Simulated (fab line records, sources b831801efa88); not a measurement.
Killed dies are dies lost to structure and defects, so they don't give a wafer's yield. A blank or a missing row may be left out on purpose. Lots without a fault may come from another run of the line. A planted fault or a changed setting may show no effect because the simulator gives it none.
A struck lot beside a sound one | flow gf180mcu | 17 steps out of a route of 602
Sound: wafers L835.1, L835.4, L835.6. Struck: wafers L846.1, L846.2, L846.6. The cause comes at the end.
At each step with rows: each side's tool, then ch and its chambers, then its first start. Under that, the readings that differ: sound wafers | struck wafers | difference of the means | sigmas: that difference in standard deviations of wafers without a fault.
alike: readings whose means differ by less than 2 such deviations, and words and numbers that are the same on both sides. not compared: withheld readings, readings that some wafer has no value for, bounds like >300 that may hide the same value, and numbers for which the record gives no deviation and whose values overlap.
The two part at a step that has a row with sigmas, a row that says differs or no value, or rows on one side only. Numbers that don't overlap but have no deviation are shown without sigmas and don't part them. A reading that every wafer of one side lacks parts them only if that side has two wafers or more.

first, 2 steps without rows for these wafers: GF_HV_LDD_PEB_44; GF_HV_LDD_DEVELOP_45 (develop time 60 s).
GF_HV_LDD_CD_MEAS_46: target cd 400 nm.
  sound on cd_sem-01, day 13 22:56; struck on cd_sem-01, day 17 19:14
  alike: cd_nm
GF_HV_LDD_OVL_MEAS_47:
  sound on overlay-02, day 13 23:04; struck on overlay-02, day 17 19:21
  alike: HV_LDD_03_OVL
then, 1 step without rows for these wafers: GF_HV_LDD_IMPLANT_48.
GF_HV_LDD_STRIP_49: strips in O2/N2.
  sound on plasma_asher-04 ch 0,1, day 13 23:14; struck on plasma_asher-03 ch 0,1, day 17 19:32
  alike: chamber_pressure_mTorr, drypump_motor_current_A, heater_power_w, oes_product_au, strip_time_to_endpoint_s
  not compared: rf_hours_counter_h
GF_HV_LDD_TW_MEAS_50:
  sound on film_metro-01, day 13 23:20; struck on film_metro-01, day 17 19:38
  alike: HV_LDD_4_TW
then, 1 step without rows for these wafers: GF_HV_LDD_CLEAN_51 (cleans in SC1/SC2, time 150 s).
GF_HV_LDD_RTA_52: time 10 s.
  sound on rtp_anneal-01 ch 0, day 13 23:27; struck on rtp_anneal-01 ch 0, day 17 19:45
  alike: lamp_power_pct, wafer_temp_C_max
GF_HV_LDD_RS_MEAS_53: measures by four-point-probe.
  sound on film_metro-02, day 13 23:31; struck on film_metro-02, day 17 19:49
  alike: HV_LDD_RS
then, 1 step without rows for these wafers: GF_HV_LDD_CVD_54 (deposits SiO2 from TEOS, target thk 10 nm, time 75 s).
GF_HV_LDD_THK_MEAS_55:
  sound on film_metro-02, day 14 00:40; struck on film_metro-04, day 17 20:58
  alike: HV_LDD_CVD_54_THK
GF_HV_LDD_CVD_56: deposits Si3N4 from DCS/NH3, target thk 90 nm, time 1543 s.
  sound on lpcvd-02 ch 0, day 14 01:47; struck on lpcvd-01 ch 1, day 17 21:01
  reading                                  | sound             | struck            | difference | sigmas
  zone_power_upper_pct (%)                 | 16.8 17.0 16.9    | 10.8 10.7 10.7    | -6.2       | -3
  model.Si3N4_of_HV_LDD_CVD_56.thk_nm (nm) | 88.79 88.67 88.96 | 84.42 85.54 85.71 | -3.58      |
  alike: spike_tc_centre_C, spike_tc_upper_C, zone_power_centre_pct
GF_HV_LDD_THK_MEAS_57:
  sound on film_metro-01, day 14 03:13; struck on film_metro-02, day 17 22:27
  reading                | sound          | struck         | difference | sigmas
  HV_LDD_CVD_56_THK (nm) | 88.8 88.6 89.0 | 84.4 85.5 85.7 | -3.6       | -4
GF_HV_LDD_ETCHBACK_58: etches Si3N4 in CH3F/O2, stops on SiO2, time 100 s, target depth 90 nm.
  sound on rie_diel-04 ch 0,3, day 14 03:17; struck on rie_diel-04 ch 0,1,2, day 17 22:31
  reading                  | sound             | struck            | difference | sigmas
  oes_product_au (a.u.)    | 0.836 0.833 0.842 | 0.813 0.814 0.818 | -0.022     | -4
  model.etch.depth_nm (nm) | 88.79 88.67 88.96 | 84.42 85.54 85.71 | -3.58      |
  alike: bias_w, chamber_pressure_mTorr, drypump_motor_current_A, throttle_valve_pct
  not compared: rf_hours_counter_h
then, 1 step without rows for these wafers: GF_NSD_DEHYDRATE_00 (time 60 s).
-- the record jumps here: 16 days lie between the struck wafers' starts before and after (it left off in module NSD and takes up again in module PASSIVATION, whose first step shown is number 602 of the route) --
GF_PASSIVATION_PROBE_99:
  the record has rows for the struck wafers here (prober-01, day 33 17:04) and none for the sound ones

WHERE THEY PART
First at GF_HV_LDD_CVD_56; last, within this record, at GF_PASSIVATION_PROBE_99.

WHY: what the simulator had put in
Process parameter drift: lpcvd-01, from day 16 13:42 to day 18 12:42, at GF_HV_LDD_CVD_56. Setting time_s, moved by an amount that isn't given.
